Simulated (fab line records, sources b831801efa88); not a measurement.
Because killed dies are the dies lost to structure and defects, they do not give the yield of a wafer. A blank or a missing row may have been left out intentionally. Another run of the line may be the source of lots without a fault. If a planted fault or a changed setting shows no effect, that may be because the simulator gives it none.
Matching of chambers -- flow sky130 -- SKY_LI_CONTACT_CMP_24 on cmp-02: 4 sister chambers
The step polishes, stops on PSG, t overpolish 20 s, target thk 0 nm. 16 wafers are shown with their chamber, then 8 later ones without.

WAFERS WITH THEIR CHAMBER
wafer,chamber,motorCurrentA (A),timeToEndpointS (s),overpolishRunS (s)
L690.1,3,12.1,101,20.006
L690.2,1,10.2,99,20.004
L690.5,2,10.8,100,20.002
L691.4,3,12.6,100,20.020
L691.5,1,10.7,98,20.005
L691.6,0,12.6,96,19.995
L692.3,2,11.5,87,20.011
L692.4,1,10.1,94,19.991
L692.6,1,10.6,93,19.994
L696.3,2,11.4,101,19.994
L696.5,2,10.8,98,19.996
L696.6,3,12.4,102,19.988
L698.1,2,11.0,101,19.996
L698.3,3,12.2,104,20.000
L698.5,2,11.2,102,20.003
L700.1,3,12.3,99,19.996

SIGNATURES, as means of the wafers listed above
reading,chamber 0,chamber 1,chamber 2,chamber 3,scatter within a chamber
motorCurrentA,12.600,10.400,11.117,12.320,0.267
timeToEndpointS,96.00,96.00,98.17,101.20,4.08
overpolishRunS,19.99500,19.99850,20.00033,20.00200,0.00879
Rule: a wafer lies at a distance from a chamber equal to the root of the sum of squares, over the readings, of (its reading less the chamber's mean, divided by the reading's scatter). If the next closest chamber is less than 2 further off than the closest, the wafer can't be placed; otherwise it belongs to the closest. The scatter: the root of (the sum of the squares of (reading less its chamber's mean) over the shown wafers, divided by (wafers less chambers)).

WAFERS MISSING THEIR CHAMBER
wafer,motorCurrentA (A),timeToEndpointS (s),overpolishRunS (s)
L700.3,12.2,93,19.990
L700.6,11.6,99,19.986
L699.1,12.2,102,19.999
L699.2,10.7,102,20.002
L699.4,11.3,102,20.020
L705.2,11.8,96,20.013
L705.3,12.1,94,20.005
L705.5,12.0,93,19.977

EACH ONE'S CHAMBER
wafer,from the rows above,in truth
L700.3,can't be placed: 0 or 3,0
L700.6,can't be placed: 2 or 3 or 0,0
L699.1,can't be placed: 3 or 0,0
L699.2,can't be placed: 2 or 1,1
L699.4,can't be placed: 2 or 3 or 1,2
L705.2,can't be placed: 3 or 2 or 0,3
L705.3,can't be placed: 3 or 0 or 2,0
L705.5,can't be placed: 0 or 3 or 2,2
Placed correctly: 0 of 8. Not placeable from these rows: 8 (in 8, the candidates include the true chamber). 0 placed wrongly.
